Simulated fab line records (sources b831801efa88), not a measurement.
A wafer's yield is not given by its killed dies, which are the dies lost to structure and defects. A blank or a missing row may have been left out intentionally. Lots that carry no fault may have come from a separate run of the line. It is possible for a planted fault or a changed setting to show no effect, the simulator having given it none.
Which tool did it? | flow sky130 | 30 wafers from 10 lots sampled at 6 of the route's 708 steps

== WHAT THE GAUGES SHOWED, per wafer ==
SKY_VIA4_RS_MEAS_19: the measuring method here is four-point-probe.
lot  | measured     | on            | VIA4_W_RS (ohm/sq)
L681 | day 43 04:59 | film-metro-01 | 0.2262 0.2242 0.2240
L682 | day 43 11:59 | film-metro-04 | 0.2274 0.2261 0.2274
L683 | day 44 01:16 | film-metro-03 | 0.2257 0.2232 0.2286
L687 | day 45 00:18 | film-metro-04 | 0.2281 0.2298 0.2292
L691 | day 45 19:46 | film-metro-04 | 0.2239 0.2259 0.2288
L694 | day 46 18:11 | film-metro-04 | 0.2224 0.2251 0.2226
L697 | day 47 07:18 | film-metro-04 | 0.2234 0.2278 0.2285
L699 | day 47 22:25 | film-metro-03 | 0.2267 0.2252 0.2262
L700 | day 47 23:08 | film-metro-04 | 0.2303 0.2294 0.2307
L704 | day 48 15:59 | film-metro-01 | 0.2298 0.2239 0.2229

SKY_METAL5_RS_MEAS_05: the measuring method here is four-point-probe.
lot  | measured     | on            | METAL5_ALCU_RS (ohm/sq)
L681 | day 43 05:38 | film-metro-04 | 0.0272 0.0273 0.0274
L682 | day 43 12:38 | film-metro-04 | 0.0272 0.0271 0.0273
L683 | day 44 01:55 | film-metro-02 | 0.0266 0.0267 0.0272
L687 | day 45 00:57 | film-metro-02 | 0.0254 0.0258 0.0253
L691 | day 45 20:26 | film-metro-02 | 0.0264 0.0253 0.0262
L694 | day 46 18:50 | film-metro-04 | 0.0270 0.0265 0.0269
L697 | day 47 07:56 | film-metro-02 | 0.0273 0.0272 0.0273
L699 | day 47 23:11 | film-metro-03 | 0.0268 0.0270 0.0267
L700 | day 47 23:47 | film-metro-04 | 0.0268 0.0266 0.0270
L704 | day 48 16:38 | film-metro-03 | 0.0264 0.0260 0.0266

SKY_METAL5_THK_MEAS_06: measures by xrf.
lot  | measured     | on            | METAL5_ALCU_THK (nm)
L681 | day 43 05:45 | film-metro-04 | 1125 1128 1117
L682 | day 43 12:45 | film-metro-04 | 1128 1136 1130
L683 | day 44 02:02 | film-metro-02 | 1156 1149 1127
L687 | day 45 01:04 | film-metro-02 | 1207 1198 1210
L691 | day 45 20:33 | film-metro-02 | 1168 1210 1171
L694 | day 46 18:56 | film-metro-04 | 1140 1163 1142
L697 | day 47 08:04 | film-metro-02 | 1121 1114 1117
L699 | day 47 23:19 | film-metro-03 | 1144 1134 1140
L700 | day 47 23:54 | film-metro-04 | 1149 1155 1135
L704 | day 48 16:45 | film-metro-03 | 1157 1169 1148

== WHAT TOOL EACH LOT RAN ON (gives the tool, then ch and the chambers of the sampled wafers, and finally the start) ==
lot  | SKY_CAP2M_STRIP_14                   | SKY_VIA4_ETCH_12                   | SKY_METAL5_SPUTTER_02
L681 | plasma-asher-03 ch 0,1, day 41 02:26 | rie-diel-01 ch 0,2,3, day 43 04:05 | pvd-sputter-04, day 43 05:30
L682 | plasma-asher-02 ch 0,1, day 41 10:26 | rie-diel-01 ch 1,2,3, day 43 11:05 | pvd-sputter-04, day 43 12:30
L683 | plasma-asher-01 ch 0,1, day 41 23:18 | rie-diel-01 ch 0,1,2, day 44 00:22 | pvd-sputter-01, day 44 01:48
L687 | plasma-asher-03 ch 0,1, day 42 23:47 | rie-diel-01 ch 0,1,3, day 44 23:13 | pvd-sputter-01, day 45 00:49
L691 | plasma-asher-02 ch 0,1, day 43 21:00 | rie-diel-02 ch 0,1,3, day 45 18:50 | pvd-sputter-01, day 45 20:19
L694 | plasma-asher-02 ch 0,1, day 44 21:19 | rie-diel-04 ch 0,2,3, day 46 17:16 | pvd-sputter-04, day 46 18:41
L697 | plasma-asher-02 ch 0,1, day 45 11:04 | rie-diel-01 ch 0,2, day 47 06:25   | pvd-sputter-02, day 47 07:50
L699 | plasma-asher-03 ch 0,1, day 46 02:35 | rie-diel-02 ch 0,1,2, day 47 21:28 | pvd-sputter-02, day 47 23:03
L700 | plasma-asher-01 ch 1, day 46 04:07   | rie-diel-01 ch 2,3, day 47 22:14   | pvd-sputter-02, day 47 23:39
L704 | plasma-asher-03 ch 1, day 46 21:23   | rie-diel-01 ch 1,3, day 48 15:06   | pvd-sputter-02, day 48 16:31
- SKY_CAP2M_STRIP_14: strips in O2/N2.
- SKY_VIA4_ETCH_12: etches SiO2 in C4F8/O2/Ar, stops on TiN, target depth 580 nm.
- SKY_METAL5_SPUTTER_02: material AlCu, target thk 1150 nm, time 61.2 s.

== AS READ BY THE TOOLS THEMSELVES (means over the sampled wafers that have a number; for cases with no such wafer, the mark the record gives instead) ==
SKY_CAP2M_STRIP_14.
lot  | tool            | chamber-pressure-mTorr (mTorr) | drypump-motor-current-A (A) | oes-product-au (a.u.) | strip-time-to-endpoint-s (s)
L681 | plasma-asher-03 | 1501.8                         | 6.4                         | 0.712                 | 12.57
L682 | plasma-asher-02 | 1500.7                         | 5.5                         | 0.709                 | 12.71
L683 | plasma-asher-01 | 1500.1                         | 5.2                         | 0.708                 | 12.70
L687 | plasma-asher-03 | 1500.7                         | 6.4                         | 0.711                 | 12.65
L691 | plasma-asher-02 | 1501.3                         | 5.6                         | 0.713                 | 12.57
L694 | plasma-asher-02 | 1500.9                         | 5.5                         | 0.707                 | 12.63
L697 | plasma-asher-02 | 1500.8                         | 5.6                         | 0.707                 | 12.67
L699 | plasma-asher-03 | 1501.1                         | 6.2                         | 0.709                 | 12.66
L700 | plasma-asher-01 | 1500.1                         | 5.3                         | 0.710                 | 12.70
L704 | plasma-asher-03 | 1500.5                         | 6.7                         | 0.715                 | 12.67

SKY_VIA4_ETCH_12.
lot  | tool        | bias-w (W) | chamber-pressure-mTorr (mTorr) | oes-product-au (a.u.)
L681 | rie-diel-01 | 1199       | 40.00                          | 0.923
L682 | rie-diel-01 | 1201       | 39.99                          | 0.922
L683 | rie-diel-01 | 1197       | 39.98                          | 0.927
L687 | rie-diel-01 | 1202       | 40.02                          | 0.922
L691 | rie-diel-02 | 1203       | 40.00                          | 0.926
L694 | rie-diel-04 | 1200       | 40.00                          | 0.922
L697 | rie-diel-01 | 1202       | 39.99                          | 0.921
L699 | rie-diel-02 | 1202       | 40.01                          | 0.925
L700 | rie-diel-01 | 1202       | 39.98                          | 0.928
L704 | rie-diel-01 | 1199       | 39.98                          | 0.929

SKY_METAL5_SPUTTER_02.
lot  | tool           | cathode-dc-power-W (W) | throttle-valve-pct (%)
L681 | pvd-sputter-04 | 10602                  | 29.3
L682 | pvd-sputter-04 | 10600                  | 29.3
L683 | pvd-sputter-01 | 10600                  | 30.2
L687 | pvd-sputter-01 | 11167                  | 30.6
L691 | pvd-sputter-01 | 11167                  | 31.5
L694 | pvd-sputter-04 | 10598                  | 29.7
L697 | pvd-sputter-02 | 10599                  | 29.7
L699 | pvd-sputter-02 | 10598                  | 30.3
L700 | pvd-sputter-02 | 10601                  | 30.3
L704 | pvd-sputter-02 | 10602                  | 30.2

== THE ANSWER, worked out from the rows above alone ==
Rule: usual is defined by the lots themselves. Put in order of their means at a reading, lots are off if they are a third of the lots or fewer, leave a main group of 4 or more, and stand apart from it by a gap of 3 or more times the standard deviation of the main group's means; of several such gaps the widest counts. A main group is skipped when, at the precision printed for the reading in the tables above, its means are all equal. A lot without any number at a reading at which 4 lots or more have one is off too. All remaining lots with rows at the step are treated as sound. After the gauges, taken in route order, come the tools' own readings; for these a lot's mean is taken, as printed above. The first step at which some lot is off is used, and at that step the reading that is off furthest; a lot without a number counts as furthest.
Off, at SKY_METAL5_SPUTTER_02 on cathode-dc-power-W: L687, L691. Main group: mean 10600 W, sd 1.5.
If a tool, at that step or one of the process steps before it, ran each lot that is off and ran no sound lot following the first of them, it fits. One fits: pvd-sputter-01 at SKY_METAL5_SPUTTER_02. Its last sound lot is L683 (day 44 01:48), its first lot that is off L687 (day 45 00:49): a fault that began between those two fits.
On the lots that are off, the tool's own readings at SKY_METAL5_SPUTTER_02 differ by more than 5 times the standard deviation of the sound lots' means, which bears it out; cathode-dc-power-W reads 11167 W there versus 10600 W on the sound lots.

== WHAT HAD BEEN PUT IN BY THE SIMULATOR ==
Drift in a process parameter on pvd-sputter-01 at SKY_METAL5_SPUTTER_02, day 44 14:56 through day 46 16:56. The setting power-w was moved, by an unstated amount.
Lots struck among those shown: L687, L691. The rule given above showed the same thing.
